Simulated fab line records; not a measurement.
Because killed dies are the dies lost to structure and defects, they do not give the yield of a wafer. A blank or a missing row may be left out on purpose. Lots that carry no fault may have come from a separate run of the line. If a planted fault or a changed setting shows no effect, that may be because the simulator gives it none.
Which tool was responsible? || flow sky130 || 12 lots with 36 wafers sampled at 5 steps, on a route of 708 steps

== WHAT THE GAUGES READ, wafer by wafer ==
SKY_LDD_HVP_OVL_MEAS_07. Usual: LDD_HVP_OVL gives -0.9 nm (standard deviation 1.4).
{"lot": "L696", "measured": "day 22 11:26", "on": "overlay-01", "LDD_HVP_OVL (nm)": "1.1 1.6 2.7", "flag": ""}
{"lot": "L697", "measured": "day 23 12:32", "on": "overlay-01", "LDD_HVP_OVL (nm)": "-1.2 -1.7 -1.8", "flag": ""}
{"lot": "L698", "measured": "day 24 16:11", "on": "overlay-02", "LDD_HVP_OVL (nm)": "-1.6 -1.8 -2.5", "flag": ""}
{"lot": "L700", "measured": "day 25 00:02", "on": "overlay-02", "LDD_HVP_OVL (nm)": "2.1 1.9 3.0", "flag": ""}
{"lot": "L699", "measured": "day 25 01:26", "on": "overlay-02", "LDD_HVP_OVL (nm)": "0.2 0.5 -1.4", "flag": ""}
{"lot": "L701", "measured": "day 25 16:03", "on": "overlay-01", "LDD_HVP_OVL (nm)": "-2.0 -2.5 -1.0", "flag": ""}
{"lot": "L702", "measured": "day 25 16:20", "on": "overlay-02", "LDD_HVP_OVL (nm)": "-1.1 -1.9 -1.6", "flag": ""}
{"lot": "L703", "measured": "day 25 18:44", "on": "overlay-01", "LDD_HVP_OVL (nm)": "-1.4 -1.1 -0.4", "flag": ""}
{"lot": "L704", "measured": "day 25 23:56", "on": "overlay-01", "LDD_HVP_OVL (nm)": "-2.5 -3.0 -0.9", "flag": ""}
{"lot": "L705", "measured": "day 26 01:03", "on": "overlay-02", "LDD_HVP_OVL (nm)": "0.4 -1.0 1.3", "flag": ""}
{"lot": "L707", "measured": "day 26 14:59", "on": "overlay-01", "LDD_HVP_OVL (nm)": "1.0 0.0 0.5", "flag": ""}
{"lot": "L706", "measured": "day 26 20:08", "on": "overlay-01", "LDD_HVP_OVL (nm)": "0.7 -0.8 -1.3", "flag": ""}

SKY_LDD_LDN_TW_MEAS_13. Usual: LDD_LDN_TW gives 1491 (standard deviation 12).
{"lot": "L696", "measured": "day 23 18:19", "on": "film-metro-02", "LDD_LDN_TW": "1478 1480 1481", "flag": ""}
{"lot": "L697", "measured": "day 24 19:37", "on": "film-metro-04", "LDD_LDN_TW": "1494 1489 1499", "flag": ""}
{"lot": "L698", "measured": "day 25 22:04", "on": "film-metro-04", "LDD_LDN_TW": "1484 1484 1488", "flag": ""}
{"lot": "L700", "measured": "day 26 06:25", "on": "film-metro-04", "LDD_LDN_TW": "1492 1478 1488", "flag": ""}
{"lot": "L699", "measured": "day 26 07:19", "on": "film-metro-01", "LDD_LDN_TW": "1496 1485 1487", "flag": ""}
{"lot": "L701", "measured": "day 26 21:32", "on": "film-metro-01", "LDD_LDN_TW": "1492 1494 1488", "flag": ""}
{"lot": "L702", "measured": "day 26 21:46", "on": "film-metro-02", "LDD_LDN_TW": "1463 1466 1465", "flag": ""}
{"lot": "L703", "measured": "day 27 02:20", "on": "film-metro-04", "LDD_LDN_TW": "1501 1498 1502", "flag": ""}
{"lot": "L704", "measured": "day 27 05:40", "on": "film-metro-04", "LDD_LDN_TW": "1410 1413 1410", "flag": "OFF"}
{"lot": "L705", "measured": "day 27 06:38", "on": "film-metro-04", "LDD_LDN_TW": "1412 1420 1417", "flag": "OFF"}
{"lot": "L707", "measured": "day 27 20:52", "on": "film-metro-02", "LDD_LDN_TW": "1374 1367 1366", "flag": "OFF"}
{"lot": "L706", "measured": "day 28 02:31", "on": "film-metro-01", "LDD_LDN_TW": "1401 1396 1396", "flag": "OFF"}

== WHAT TOOL EACH LOT RAN ON (gives the tool, then ch and the chambers of the sampled wafers, and finally the start) ==
{"lot": "L696", "SKY_POLY_GATE_ETCH_16": "rie-diel-04 ch 0,3, day 17 04:43", "SKY_LDD_HVP_STRIP_09": "plasma-asher-01 ch 1, day 22 11:37", "SKY_LDD_LDN_IMPLANT_08": "implanter-02 ch 0, day 23 17:38"}
{"lot": "L697", "SKY_POLY_GATE_ETCH_16": "rie-diel-04 ch 0,1,3, day 18 07:37", "SKY_LDD_HVP_STRIP_09": "plasma-asher-02 ch 1, day 23 12:43", "SKY_LDD_LDN_IMPLANT_08": "implanter-01 ch 0, day 24 18:55"}
{"lot": "L698", "SKY_POLY_GATE_ETCH_16": "rie-diel-03 ch 1,2,3, day 19 10:43", "SKY_LDD_HVP_STRIP_09": "plasma-asher-01 ch 0,1, day 24 16:22", "SKY_LDD_LDN_IMPLANT_08": "implanter-01 ch 0, day 25 21:23"}
{"lot": "L700", "SKY_POLY_GATE_ETCH_16": "rie-diel-03 ch 0,1,3, day 19 19:34", "SKY_LDD_HVP_STRIP_09": "plasma-asher-04 ch 0,1, day 25 00:13", "SKY_LDD_LDN_IMPLANT_08": "implanter-04 ch 0, day 26 05:43"}
{"lot": "L699", "SKY_POLY_GATE_ETCH_16": "rie-diel-02 ch 0,1, day 19 20:22", "SKY_LDD_HVP_STRIP_09": "plasma-asher-02 ch 0,1, day 25 01:37", "SKY_LDD_LDN_IMPLANT_08": "implanter-02 ch 0, day 26 06:38"}
{"lot": "L701", "SKY_POLY_GATE_ETCH_16": "rie-diel-02 ch 2,3, day 20 11:43", "SKY_LDD_HVP_STRIP_09": "plasma-asher-01 ch 0,1, day 25 16:15", "SKY_LDD_LDN_IMPLANT_08": "implanter-01 ch 0, day 26 20:52"}
{"lot": "L702", "SKY_POLY_GATE_ETCH_16": "rie-diel-04 ch 0,2,3, day 20 14:01", "SKY_LDD_HVP_STRIP_09": "plasma-asher-04 ch 0,1, day 25 16:31", "SKY_LDD_LDN_IMPLANT_08": "implanter-02 ch 0, day 26 21:05"}
{"lot": "L703", "SKY_POLY_GATE_ETCH_16": "rie-diel-03 ch 0,3, day 20 14:01", "SKY_LDD_HVP_STRIP_09": "plasma-asher-04 ch 0,1, day 25 18:55", "SKY_LDD_LDN_IMPLANT_08": "implanter-02 ch 0, day 26 23:14"}
{"lot": "L704", "SKY_POLY_GATE_ETCH_16": "rie-diel-03 ch 2,3, day 20 20:55", "SKY_LDD_HVP_STRIP_09": "plasma-asher-01 ch 0,1, day 26 00:07", "SKY_LDD_LDN_IMPLANT_08": "implanter-01 ch 0, day 27 04:59"}
{"lot": "L705", "SKY_POLY_GATE_ETCH_16": "rie-diel-02 ch 1,3, day 20 23:04", "SKY_LDD_HVP_STRIP_09": "plasma-asher-04 ch 0,1, day 26 01:15", "SKY_LDD_LDN_IMPLANT_08": "implanter-02 ch 0, day 27 05:58"}
{"lot": "L707", "SKY_POLY_GATE_ETCH_16": "rie-diel-03 ch 1,2,3, day 21 09:58", "SKY_LDD_HVP_STRIP_09": "plasma-asher-04 ch 0,1, day 26 15:10", "SKY_LDD_LDN_IMPLANT_08": "implanter-02 ch 0, day 27 20:11"}
{"lot": "L706", "SKY_POLY_GATE_ETCH_16": "rie-diel-04 ch 1,2,3, day 21 18:10", "SKY_LDD_HVP_STRIP_09": "plasma-asher-02 ch 0,1, day 26 20:19", "SKY_LDD_LDN_IMPLANT_08": "implanter-01 ch 0, day 28 01:49"}
- SKY_POLY_GATE_ETCH_16: etches Si3N4 in CH3F/O2, stops on poly-Si, time 147.5 s, target depth 75 nm.
- SKY_LDD_HVP_STRIP_09: strips in O2/N2.
- SKY_LDD_LDN_IMPLANT_08

== WHAT THE TOOLS THEMSELVES READ (means of the sampled wafers that have a number; where no wafer has one, the mark that the record gives instead) ==
SKY_POLY_GATE_ETCH_16. Usual: drypump-motor-current-A 5.7 A, standard deviation 0.58; oes-product-au 0.641 a.u., standard deviation 0.0046; throttle-valve-pct 10.536 %, standard deviation 0.0089.
{"lot": "L696", "tool": "rie-diel-04", "drypump-motor-current-A (A)": 5.1, "oes-product-au (a.u.)": 0.639, "throttle-valve-pct (%)": 10.533, "flag": ""}
{"lot": "L697", "tool": "rie-diel-04", "drypump-motor-current-A (A)": 5.5, "oes-product-au (a.u.)": 0.635, "throttle-valve-pct (%)": 10.534, "flag": ""}
{"lot": "L698", "tool": "rie-diel-03", "drypump-motor-current-A (A)": 5.2, "oes-product-au (a.u.)": 0.643, "throttle-valve-pct (%)": 10.537, "flag": ""}
{"lot": "L700", "tool": "rie-diel-03", "drypump-motor-current-A (A)": 5.6, "oes-product-au (a.u.)": 0.640, "throttle-valve-pct (%)": 10.542, "flag": ""}
{"lot": "L699", "tool": "rie-diel-02", "drypump-motor-current-A (A)": 5.8, "oes-product-au (a.u.)": 0.645, "throttle-valve-pct (%)": 10.538, "flag": ""}
{"lot": "L701", "tool": "rie-diel-02", "drypump-motor-current-A (A)": 6.4, "oes-product-au (a.u.)": 0.643, "throttle-valve-pct (%)": 10.535, "flag": ""}
{"lot": "L702", "tool": "rie-diel-04", "drypump-motor-current-A (A)": 5.1, "oes-product-au (a.u.)": 0.641, "throttle-valve-pct (%)": 10.544, "flag": ""}
{"lot": "L703", "tool": "rie-diel-03", "drypump-motor-current-A (A)": 5.6, "oes-product-au (a.u.)": 0.644, "throttle-valve-pct (%)": 10.539, "flag": ""}
{"lot": "L704", "tool": "rie-diel-03", "drypump-motor-current-A (A)": 5.1, "oes-product-au (a.u.)": 0.640, "throttle-valve-pct (%)": 10.525, "flag": ""}
{"lot": "L705", "tool": "rie-diel-02", "drypump-motor-current-A (A)": 6.4, "oes-product-au (a.u.)": 0.646, "throttle-valve-pct (%)": 10.540, "flag": ""}
{"lot": "L707", "tool": "rie-diel-03", "drypump-motor-current-A (A)": 5.2, "oes-product-au (a.u.)": 0.641, "throttle-valve-pct (%)": 10.540, "flag": ""}
{"lot": "L706", "tool": "rie-diel-04", "drypump-motor-current-A (A)": 5.5, "oes-product-au (a.u.)": 0.638, "throttle-valve-pct (%)": 10.537, "flag": ""}

SKY_LDD_HVP_STRIP_09. Usual: drypump-motor-current-A 5.79 A, standard deviation 0.3; oes-product-au 0.409 a.u., standard deviation 0.004; strip-time-to-endpoint-s 4.136 s, standard deviation 0.014.
{"lot": "L696", "tool": "plasma-asher-01", "drypump-motor-current-A (A)": 5.80, "oes-product-au (a.u.)": 0.411, "strip-time-to-endpoint-s (s)": 4.131, "flag": ""}
{"lot": "L697", "tool": "plasma-asher-02", "drypump-motor-current-A (A)": 5.74, "oes-product-au (a.u.)": 0.411, "strip-time-to-endpoint-s (s)": 4.139, "flag": ""}
{"lot": "L698", "tool": "plasma-asher-01", "drypump-motor-current-A (A)": 6.14, "oes-product-au (a.u.)": 0.406, "strip-time-to-endpoint-s (s)": 4.149, "flag": ""}
{"lot": "L700", "tool": "plasma-asher-04", "drypump-motor-current-A (A)": 5.43, "oes-product-au (a.u.)": 0.410, "strip-time-to-endpoint-s (s)": 4.129, "flag": ""}
{"lot": "L699", "tool": "plasma-asher-02", "drypump-motor-current-A (A)": 5.80, "oes-product-au (a.u.)": 0.409, "strip-time-to-endpoint-s (s)": 4.138, "flag": ""}
{"lot": "L701", "tool": "plasma-asher-01", "drypump-motor-current-A (A)": 6.15, "oes-product-au (a.u.)": 0.408, "strip-time-to-endpoint-s (s)": 4.123, "flag": ""}
{"lot": "L702", "tool": "plasma-asher-04", "drypump-motor-current-A (A)": 5.42, "oes-product-au (a.u.)": 0.409, "strip-time-to-endpoint-s (s)": 4.146, "flag": ""}
{"lot": "L703", "tool": "plasma-asher-04", "drypump-motor-current-A (A)": 5.56, "oes-product-au (a.u.)": 0.407, "strip-time-to-endpoint-s (s)": 4.150, "flag": ""}
{"lot": "L704", "tool": "plasma-asher-01", "drypump-motor-current-A (A)": 5.97, "oes-product-au (a.u.)": 0.406, "strip-time-to-endpoint-s (s)": 4.135, "flag": ""}
{"lot": "L705", "tool": "plasma-asher-04", "drypump-motor-current-A (A)": 5.58, "oes-product-au (a.u.)": 0.408, "strip-time-to-endpoint-s (s)": 4.139, "flag": ""}
{"lot": "L707", "tool": "plasma-asher-04", "drypump-motor-current-A (A)": 5.45, "oes-product-au (a.u.)": 0.407, "strip-time-to-endpoint-s (s)": 4.124, "flag": ""}
{"lot": "L706", "tool": "plasma-asher-02", "drypump-motor-current-A (A)": 5.79, "oes-product-au (a.u.)": 0.409, "strip-time-to-endpoint-s (s)": 4.127, "flag": ""}

SKY_LDD_LDN_IMPLANT_08. Usual: end-station-pressure-torr 5.05e-06 Torr, standard deviation 2.7e-07.
{"lot": "L696", "tool": "implanter-02", "end-station-pressure-torr (Torr)": 5.19e-06, "flag": ""}
{"lot": "L697", "tool": "implanter-01", "end-station-pressure-torr (Torr)": 5.02e-06, "flag": ""}
{"lot": "L698", "tool": "implanter-01", "end-station-pressure-torr (Torr)": 4.82e-06, "flag": ""}
{"lot": "L700", "tool": "implanter-04", "end-station-pressure-torr (Torr)": 4.96e-06, "flag": ""}
{"lot": "L699", "tool": "implanter-02", "end-station-pressure-torr (Torr)": 4.95e-06, "flag": ""}
{"lot": "L701", "tool": "implanter-01", "end-station-pressure-torr (Torr)": 4.94e-06, "flag": ""}
{"lot": "L702", "tool": "implanter-02", "end-station-pressure-torr (Torr)": 4.72e-06, "flag": ""}
{"lot": "L703", "tool": "implanter-02", "end-station-pressure-torr (Torr)": 5.49e-06, "flag": ""}
{"lot": "L704", "tool": "implanter-01", "end-station-pressure-torr (Torr)": 5.53e-06, "flag": ""}
{"lot": "L705", "tool": "implanter-02", "end-station-pressure-torr (Torr)": 4.98e-06, "flag": ""}
{"lot": "L707", "tool": "implanter-02", "end-station-pressure-torr (Torr)": 5.13e-06, "flag": ""}
{"lot": "L706", "tool": "implanter-01", "end-station-pressure-torr (Torr)": 4.90e-06, "flag": ""}

== THE ANSWER, worked out from the rows above alone ==
Rule: lot off if the mean of its wafers having a number is beyond 3 standard deviations from the usual mean. Also off: a lot with no number at a reading for which 4 or more lots have one. Any other lot the step has rows for is counted as sound. Order of review: gauges by route order, followed by the tools' own readings, for which a lot's mean as printed above is used. The first step at which some lot is off is used, and at that step the reading that is off furthest; a lot without a number counts as furthest.
Off: L704, L705, L707, L706, at SKY_LDD_LDN_TW_MEAS_13 (LDD_LDN_TW).
A tool fits if, at a process step before that reading, it ran every lot that is off, and no sound lot after the first of them. Gauges at SKY_LDD_LDN_TW_MEAS_13: tried the same way as those tools. None of those tried fits.

== WHAT THE SIMULATOR HAD PUT IN ==
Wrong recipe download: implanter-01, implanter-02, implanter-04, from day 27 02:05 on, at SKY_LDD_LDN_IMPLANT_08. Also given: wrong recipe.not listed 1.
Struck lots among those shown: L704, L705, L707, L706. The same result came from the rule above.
